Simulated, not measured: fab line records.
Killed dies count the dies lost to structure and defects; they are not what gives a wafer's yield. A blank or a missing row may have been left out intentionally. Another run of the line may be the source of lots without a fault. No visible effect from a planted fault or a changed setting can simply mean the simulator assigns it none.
Which tool is to blame? ; flow sky130 ; route of 708 steps, sampled at 1 step: 12 lots, 36 wafers

== WHAT EACH GAUGE READ, for each wafer ==
SKY_VT_ADJUST_HVTR_CD_MEAS_07 targets a cd of 380 nm.
lot;measured;on;cdNm (nm)
L075;day 9 19:26;cdSem-02;385.2 385.1 383.0
L077;day 10 06:47;cdSem-02;381.9 382.8 382.1
L079;day 11 00:06;cdSem-01;378.8 379.1 377.2
L081;day 11 10:21;cdSem-02;373.1 375.1 375.9
L083;day 12 00:38;cdSem-02;382.8 384.3 384.9
L085;day 12 15:30;cdSem-02;382.6 379.7 379.4
L087;day 13 05:13;cdSem-01;377.8 379.7 378.8
L089;day 13 20:57;cdSem-02;379.0 374.0 377.9
L091;day 14 21:52;cdSem-01;379.1 382.6 379.3
L093;day 15 17:10;cdSem-01;382.1 382.2 384.4
L095;day 15 23:43;cdSem-01;386.1 386.7 386.1
L097;day 16 17:36;cdSem-02;379.1 378.8 378.9

== EACH LOT AND THE TOOL THAT RAN IT (in order: tool; ch and the chambers of the sampled wafers; start) ==
Record: no process step prior to these readings.

== THE ANSWER, worked out from the rows above alone ==
Rule: usual is defined by the lots themselves. Put in order of their means at a reading, lots are off if they are a third of the lots or fewer, leave a main group of 4 or more, and stand apart from it by a gap of 3 or more times the standard deviation of the main group's means; of several such gaps the widest counts. If all means in a main group match to the digits the tables above print for the reading, that group is not used. Also off: a lot with no number at a reading for which 4 or more lots have one. Any other lot the step has rows for is counted as sound.
Across all readings shown, no lot is off: no conclusion can be drawn from this.

== WHAT HAD BEEN PUT IN BY THE SIMULATOR ==
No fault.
